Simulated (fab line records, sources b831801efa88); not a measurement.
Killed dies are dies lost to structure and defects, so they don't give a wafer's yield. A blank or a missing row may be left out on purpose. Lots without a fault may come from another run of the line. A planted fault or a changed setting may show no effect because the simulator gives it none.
Chamber matching | flow sky130 | SKY_CONTACT_ETCH_17 on rie_diel-04: 4 sister chambers
The step etches SiO2 in C4F8/O2/Ar, stops on Si3N4, target depth 340 nm. 4 wafers are shown with their chamber, then 11 later ones without.

WAFERS WITH THEIR CHAMBER
wafer  | chamber | oes_product_au (a.u.)
L078.3 | 3       | 0.902
L082.4 | 2       | 0.882
L082.5 | 1       | 0.902
L087.4 | 0       | 0.900

WAFERS WITHOUT THEIR CHAMBER
wafer  | oes_product_au (a.u.)
L087.5 | 0.895
L087.6 | 0.895
L090.2 | 0.879
L090.3 | 0.892
L090.5 | 0.884
L094.2 | 0.877
L094.3 | 0.894
L094.4 | 0.886
L097.1 | 0.897
L097.3 | 0.893
L097.6 | 0.899

WHICH CHAMBER EACH WENT THROUGH
wafer  | from the rows above               | in truth
L087.5 | can't be placed: 0 or 1 or 3 or 2 | 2
L087.6 | can't be placed: 0 or 1 or 3 or 2 | 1
L090.2 | 2                                 | 2
L090.3 | can't be placed: 0 or 1 or 2 or 3 | 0
L090.5 | 2                                 | 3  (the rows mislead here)
L094.2 | 2                                 | 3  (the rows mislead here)
L094.3 | can't be placed: 0 or 1 or 3 or 2 | 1
L094.4 | 2                                 | 2
L097.1 | can't be placed: 0 or 1 or 3      | 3
L097.3 | can't be placed: 0 or 1 or 3 or 2 | 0
L097.6 | can't be placed: 0 or 1 or 3      | 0
Placed correctly: 2 of 11. Can't be placed from these rows: 7 (the true chamber is among the candidates in 7). Placed wrongly: 2.
How it was worked out, from the rows above alone: a wafer's distance from a chamber is the root of the sum, over the readings, of the square of ((its reading less the chamber's mean) divided by the reading's scatter). The wafer belongs to the nearest chamber; if the next one is less than 2 further off, it can't be placed. A chamber's mean is the mean of its shown wafers. The scatter: with one shown wafer a chamber, the root of the mean of the squares of how far each hidden wafer lies from its nearest shown one.
